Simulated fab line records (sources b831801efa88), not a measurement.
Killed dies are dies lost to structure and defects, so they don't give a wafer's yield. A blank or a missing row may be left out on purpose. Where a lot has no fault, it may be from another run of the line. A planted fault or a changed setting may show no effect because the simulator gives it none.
Code-filled problem report in 8D (eight disciplines) form / flow gf180mcu / the parts of the form that need people (team, actions taken, sign-off) are left out

## 1. PROBLEM STATEMENT
Wafers without a fault read 219.4 nm, standard deviation 1.3; cd-nm at GF_CONTACT_CD_MEAS_14 reads a mean of 238.6 nm on 6 wafers belonging to 2 lots. That puts it +15 standard deviations away from the usual mean.
The step: target cd 220 nm.
First observed at day 19 16:22: wafer L305.1, on cd-sem-01. At this step, 36 wafers from 12 lots have a number in the record. The rule behind "out" and "out of limits": a value lying over 4 standard deviations away from the usual mean. All remaining wafers that have a number are taken as sound.

## 2. WHAT IT IS AND WHAT IT IS NOT
question=which readings at this step | is=cd-nm | is not=-
question=which lots | is=L305, L309 | is not=L296, L297, L298, L299, L300, L304, L310, L311, L312, L318
question=which wafers of those lots | is=all that have a number | is not=-
question=read on which gauges | is=cd-sem-01, cd-sem-02 | is not=-
question=when | is=from day 19 16:22 | is not=up to then (18 sound wafers); but 12 sound wafers of L310, L311, L312, L318 came after

## 3. SUSPECTS, AND WHAT RULES EACH OUT
Counting: a tool stays on the suspect list if, at a process step up to the reading, it processed all lots that are out and no sound lot following the first of them.
- the gauge at GF_CONTACT_CD_MEAS_14 is ruled out. The wafers that are out were read on 2 gauges (cd-sem-01, cd-sem-02).
- krf-scanner-01 at GF_CONTACT_EXPOSE_11 (exposes mask Contact, target cd 220 nm): kept. Every lot that is out went through it, starting with L305 (day 19 04:25), and after that it ran no sound lot; the last sound lot it ran before then is L304 (day 18 21:37). Out on those wafers are its own readings of exposure-dose-mJ-cm2.
Left after counting: krf-scanner-01 at GF_CONTACT_EXPOSE_11.

## 4. THE CAUSE (what the simulator had put in)
Drift in process parameters on krf-scanner-01 at GF_CONTACT_EXPOSE_11, starting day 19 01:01. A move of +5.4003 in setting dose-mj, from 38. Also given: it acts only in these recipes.
Only this tool survived the counting.

## 5. THE EFFECT CHAIN, in route order
Each row: a reading whose mean over the struck wafers that have a number lies more than 3 standard deviations from the usual. Readings are gone through only where the record gives a usual standard deviation; hours: the median, over the lots, of the time from a lot's start at the first step in this table giving one to that lot's start at this step; sigmas: the change measured in usual standard deviations.
hours=0; step=GF_CONTACT_EXPOSE_11; reading=exposure-dose-mJ-cm2; usual=38.16; on struck wafers=43.07; change=+4.91; sigmas=+99 or more
hours=12; step=GF_CONTACT_CD_MEAS_14; reading=cd-nm; usual=219.4 nm; on struck wafers=238.6; change=+19.2; sigmas=+15
It contains these process steps:
- GF_CONTACT_EXPOSE_11: exposes mask Contact, target cd 220 nm.
Later measuring or inspecting steps at which every struck wafer that the step has a row for has a number for every such reading, and none has moved that far: GF_M1_THK_MEAS_06, GF_V2_RS_MEAS_24.

## 6. HOW IT WOULD HAVE BEEN CAUGHT EARLIER
In this record the first reading out of limits at a measuring or inspecting step was taken at day 19 16:22, 15 hours after the fault began at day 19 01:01.
Tool's own readings at GF_CONTACT_EXPOSE_11, exposure-dose-mJ-cm2: out on all struck wafers the step has rows for; an alarm limit on them would have tripped on the first.
L309, from the lots that are out (2), started GF_CONTACT_EXPOSE_11 on krf-scanner-01 later than day 19 16:22. Had the tool been put on hold then, it would have been spared.
